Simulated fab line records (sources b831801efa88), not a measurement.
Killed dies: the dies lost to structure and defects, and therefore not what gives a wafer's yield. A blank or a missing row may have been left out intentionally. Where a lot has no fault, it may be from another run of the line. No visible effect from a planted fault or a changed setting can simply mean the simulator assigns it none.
fab line records	flow gf180mcu
record lots=13	wafers=36	last_day=34
route steps=602 shown M3@423 V3@446 M4@459 PASSIVATION@589
lots with no fault: from the same line, run without faults
start_h: hours from the record's first day to the start of the lot's first wafer shown	wait_h: time in hours since the lot's previous step	" as in the row above	L1.1+2: a single row standing in for several wafers	- either no value or no given start	* or withheld: withheld	< > ~ a bound
route shown NAME@n: names a module that has steps shown in the file, with the first one's number in the route	usual: mean/standard deviation of fault-free wafers	same: alike in all rows	chamber/n: place in a boat	sites: each site's reading	_std_site: the standard deviation of these	_edge_site: inner sites' mean taken away from outer sites' mean	radius_mm: for every site, how far away it sits from the centre of the wafer	mask NAME#n: copy n	behind: tool/chamber where the wafer was last shaped	hold: why the lot went on hold/how many hours it stayed there/how the hold came to an end	device: names the non-switching transistor (n, p or np)	end of line: at the end of the route, the tests of the same wafers	step lacking rows: just its recipe	killed: count of dies lost to structure and defects at first sort (not the wafer's yield)	map: a wafer's dies, marking killed ones x, the rest . and places with no die _
set.NAME: setting as actually run; set.NAME@STEP: the setting as run at that earlier step	model.NAME: the simulator's own value behind a step, which no gauge read
a sample of lots followed through the steps of the route, with each step as a table and each wafer as a row
services: when a tool's chamber went out of use (start_h, in hours from the record's first day, below 0 if earlier), for how many hours, and the reason
## steps
# step GF_M3_CD_MEAS_14
# recipe target_cd_nm=280
# usual cd_nm=279.7/1.3
lot.wafer	tool	chamber	start_h	wait_h	cd_nm
L426.2	cd_sem-02	-	489.41	0.1	278.3
L426.4	"	-	"	"	278.6
L426.5	"	-	"	"	278.0
L427.1	cd_sem-01	-	497.89	0.1	278.4
L427.3	"	-	"	"	278.7
L427.6	"	-	"	"	278.3
L428.1	cd_sem-01	-	509.00	0.1	279.6
L428.2	"	-	"	"	279.1
L428.5	"	-	"	"	278.8
L435.2	cd_sem-02	-	568.97	0.1	282.7
L435.5	"	-	"	"	281.9
L436.1	cd_sem-02	-	570.89	0.1	280.7
L436.2	"	-	"	"	281.2
L437.1	cd_sem-02	-	590.60	0.1	280.0
L437.2	"	-	"	"	280.0
L439.1	cd_sem-02	-	595.85	0.1	280.0
L439.4	"	-	"	"	280.4
L439.5	"	-	"	"	279.2
L440.3	cd_sem-02	-	605.74	0.1	279.2
L440.5	"	-	"	"	278.9
L440.6	"	-	"	"	280.4
L444.1	cd_sem-01	-	635.67	0.2	280.2
L444.2	"	-	"	"	280.3
L444.4	"	-	"	"	279.6
L445.1	cd_sem-02	-	642.24	0.3	279.6
L445.2	"	-	"	"	279.7
L445.5	"	-	"	"	280.0
L446.1	cd_sem-02	-	644.90	0.1	281.1
L446.3	"	-	"	"	281.6
L446.4	"	-	"	"	282.0
L447.3	cd_sem-02	-	653.28	0.1	281.5
L447.4	"	-	"	"	279.6
L447.5	"	-	"	"	280.1
L448.3	cd_sem-01	-	660.79	0.1	278.1
L448.5	"	-	"	"	278.1
L448.6	"	-	"	"	277.8
# step GF_V3_ETCH_17
# recipe chemistry=C4F8/O2/Ar	mask_material=KrF	target=SiO2	stop_on=TiN	source_w=1500	bias_w=1200	pressure_mtorr=40	c4f8_flow_sccm=withheld	O2_flow_sccm=6	Ar_flow_sccm=300	time_s=withheld	target_depth_a=6350
# usual chamber_pressure_mTorr=40.01/0.036	oes_product_au=0.857/0.0044
lot.wafer	tool	chamber	start_h	wait_h	chamber_pressure_mTorr	oes_product_au
L426.2	rie_diel-03	0	-	-	39.99	0.856
L426.4	"	1	"	"	39.99	0.861
L426.5	"	2	"	"	40.11	0.859
L427.1	rie_diel-02	0	-	-	40.02	0.862
L427.3	"	1	"	"	40.00	0.864
L427.6	"	1	"	"	39.96	0.851
L428.1	rie_diel-03	1	-	-	40.04	0.853
L428.2	"	0	"	"	39.95	0.854
L428.5	"	3	"	"	40.01	0.861
L435.2	rie_diel-04	1	-	-	40.05	0.853
L435.5	"	0	"	"	40.07	0.859
L436.1	rie_diel-02	0	-	-	40.04	0.860
L436.2	"	3	"	"	40.01	0.861
L437.1	rie_diel-02	0	-	-	40.02	0.853
L437.2	"	2	"	"	39.98	0.861
L439.1	rie_diel-02	3	-	-	39.99	0.861
L439.4	"	1	"	"	39.99	0.852
L439.5	"	0	"	"	40.05	0.865
L440.3	rie_diel-04	2	-	-	40.02	0.851
L440.5	"	1	"	"	40.00	0.855
L440.6	"	2	"	"	40.03	0.863
L444.1	rie_diel-02	1	-	-	39.97	0.849
L444.2	"	3	"	"	39.97	0.851
L444.4	"	0	"	"	39.91	0.860
L445.1	rie_diel-02	0	-	-	40.08	0.855
L445.2	"	2	"	"	40.03	0.852
L445.5	"	1	"	"	39.99	0.855
L446.1	rie_diel-04	2	-	-	39.95	0.856
L446.3	"	0	"	"	40.02	0.854
L446.4	"	3	"	"	40.02	0.857
L447.3	rie_diel-02	1	-	-	40.02	0.859
L447.4	"	2	"	"	39.99	0.853
L447.5	"	2	"	"	39.99	0.856
L448.3	rie_diel-02	0	-	-	40.02	0.851
L448.5	"	2	"	"	39.96	0.863
L448.6	"	0	"	"	40.00	0.857
# step GF_M4_SPUTTER_03
# recipe material=Ti	target_thk_nm=10	substrate_temp_c=300	chamber_pressure_pa=0.3	power_w=3000	time_s=6.7
# usual throttle_valve_pct=30.2/1
lot.wafer	tool	chamber	start_h	wait_h	throttle_valve_pct
L426.2	pvd_sputter-04	-	515.87	0.0	31.9
L426.4	"	-	"	"	30.0
L426.5	"	-	"	"	31.8
L427.1	pvd_sputter-03	-	523.81	0.0	29.8
L427.3	"	-	"	"	30.2
L427.6	"	-	"	"	29.9
L428.1	pvd_sputter-01	-	535.19	0.0	29.9
L428.2	"	-	"	"	30.3
L428.5	"	-	"	"	30.8
L435.2	pvd_sputter-04	-	593.32	0.0	30.2
L435.5	"	-	"	"	31.9
L436.1	pvd_sputter-03	-	595.41	0.0	30.1
L436.2	"	-	"	"	29.8
L437.1	pvd_sputter-03	-	615.32	0.0	29.8
L437.2	"	-	"	"	30.9
L439.1	pvd_sputter-01	-	620.13	0.0	30.0
L439.4	"	-	"	"	30.2
L439.5	"	-	"	"	29.9
L440.3	pvd_sputter-03	-	629.31	0.0	30.4
L440.5	"	-	"	"	29.9
L440.6	"	-	"	"	30.0
L444.1	pvd_sputter-01	-	658.13	0.0	30.3
L444.2	"	-	"	"	27.6
L444.4	"	-	"	"	30.7
L445.1	pvd_sputter-01	-	664.57	0.0	30.1
L445.2	"	-	"	"	30.1
L445.5	"	-	"	"	29.9
L446.1	pvd_sputter-04	-	667.66	0.0	30.5
L446.3	"	-	"	"	31.7
L446.4	"	-	"	"	30.1
L447.3	pvd_sputter-04	-	675.45	0.0	31.9
L447.4	"	-	"	"	30.0
L447.5	"	-	"	"	30.4
L448.3	pvd_sputter-04	-	683.06	0.0	30.3
L448.5	"	-	"	"	30.6
L448.6	"	-	"	"	30.4
# step GF_PASSIVATION_CVD_02
# recipe material=Si3N4	target_thk_nm=700	time_s=486.18	temp_c=400	rf_w=450
# usual heater_power_w=659/93
lot.wafer	tool	chamber	start_h	wait_h	heater_power_w
L426.2	pecvd-02	1	651.96	0.0	549
L426.4	"	0	"	"	637
L426.5	"	1	"	"	580
L427.1	pecvd-02	0	658.43	0.1	706
L427.3	"	1	"	"	524
L427.6	"	1	"	"	555
L428.1	pecvd-02	1	669.35	0.1	562
L428.2	"	2	"	"	613
L428.5	"	1	"	"	600
L435.2	pecvd-02	2	717.59	0.0	641
L435.5	"	0	"	"	641
L436.1	pecvd-02	2	720.30	0.1	697
L436.2	"	1	"	"	555
L437.1	pecvd-02	1	737.12	0.1	515
L437.2	"	2	"	"	630
L439.1	pecvd-01	0	740.26	0.1	739
L439.4	"	0	"	"	788
L439.5	"	2	"	"	556
L440.3	pecvd-04	1	748.23	0.0	833
L440.5	"	2	"	"	787
L440.6	"	1	"	"	700
L444.1	pecvd-01	0	771.80	0.1	775
L444.2	"	2	"	"	680
L444.4	"	2	"	"	547
L445.1	pecvd-04	0	777.80	0.1	531
L445.2	"	2	"	"	767
L445.5	"	1	"	"	696
L446.1	pecvd-04	1	779.42	0.1	765
L446.3	"	0	"	"	651
L446.4	"	1	"	"	800
L447.3	pecvd-04	2	785.31	0.0	783
L447.4	"	1	"	"	845
L447.5	"	0	"	"	615
L448.3	pecvd-01	2	792.46	0.0	710
L448.5	"	2	"	"	533
L448.6	"	1	"	"	904
# step GF_PASSIVATION_THK_MEAS_03
# recipe reads=Si3N4_of_PASSIVATION_CVD_02
# usual PASSIVATION_CVD_02_THK=702/11
lot.wafer	tool	chamber	start_h	wait_h	PASSIVATION_CVD_02_THK[nm]
L426.2	film_metro-04	-	652.26	0.2	712
L426.4	"	-	"	"	698
L426.5	"	-	"	"	710
L427.1	film_metro-02	-	658.71	0.1	681
L427.3	"	-	"	"	702
L427.6	"	-	"	"	717
L428.1	film_metro-04	-	669.63	0.1	695
L428.2	"	-	"	"	685
L428.5	"	-	"	"	709
L435.2	film_metro-03	-	717.88	0.2	356
L435.5	"	-	"	"	690
L436.1	film_metro-03	-	720.59	0.1	361
L436.2	"	-	"	"	358
L437.1	film_metro-02	-	737.40	0.1	360
L437.2	"	-	"	"	367
L439.1	film_metro-03	-	740.55	0.1	686
L439.4	"	-	"	"	694
L439.5	"	-	"	"	702
L440.3	film_metro-03	-	748.53	0.2	705
L440.5	"	-	"	"	716
L440.6	"	-	"	"	716
L444.1	film_metro-04	-	772.23	0.3	683
L444.2	"	-	"	"	693
L444.4	"	-	"	"	714
L445.1	film_metro-04	-	778.09	0.1	701
L445.2	"	-	"	"	694
L445.5	"	-	"	"	722
L446.1	film_metro-03	-	779.71	0.1	707
L446.3	"	-	"	"	700
L446.4	"	-	"	"	721
L447.3	film_metro-03	-	785.61	0.2	696
L447.4	"	-	"	"	706
L447.5	"	-	"	"	716
L448.3	film_metro-04	-	792.77	0.2	695
L448.5	"	-	"	"	711
L448.6	"	-	"	"	707
## services
tool	chamber	start_h	hours	kind
pecvd-04	-	507.85	6.0	pm
pecvd-04	2	514.57	15.0	repair
pecvd-04	-	518.43	1.6	repair
pvd_sputter-01	-	529.28	2.3	repair
pecvd-01	0	537.75	5.3	repair
rie_diel-02	0	549.69	8.5	repair
pecvd-02	-	553.20	0.3	repair
pecvd-02	-	560.18	3.0	repair
pvd_sputter-03	-	566.41	1.1	repair
pvd_sputter-03	-	594.09	1.0	repair
pvd_sputter-03	-	601.55	2.7	repair
pecvd-04	1	603.85	5.2	repair
pecvd-02	-	619.34	2.6	repair
pvd_sputter-03	-	665.04	21.5	repair
pvd_sputter-04	-	677.16	4.4	repair
rie_diel-02	0	686.45	10.0	repair
pecvd-02	0	688.53	13.7	repair
pvd_sputter-04	-	689.18	13.8	repair
pvd_sputter-01	-	695.21	1.7	repair
pvd_sputter-01	-	719.26	2.5	repair
pecvd-02	1	741.75	5.7	repair
pvd_sputter-04	-	747.51	9.0	repair
pecvd-02	-	766.17	0.5	repair
pvd_sputter-01	-	779.62	2.5	repair
## key
first_sign step=GF_PASSIVATION_THK_MEAS_03	reading=PASSIVATION_CVD_02_THK	direction=down	sigmas=31	usual=702	struck=360
effect none on later readings
met_at GF_PASSIVATION_CVD_02
struck_lots L435,L436,L437
struck_wafers L435.2,L436.1,L436.2,L437.1,L437.2
not_acting_at GF_M3_CD_MEAS_14,GF_V3_ETCH_17,GF_M4_SPUTTER_03
onset_between 669.35 717.59
fault kind=process_parameter_drift	tool=pecvd-02	chamber=-	onset_h=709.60	steps=GF_PASSIVATION_CVD_02	channel=target_thk_nm	offset=-341.49	shape=step	end_h=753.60	scope=struck_wafers_only	acts_in=these_recipes_only	stated=700
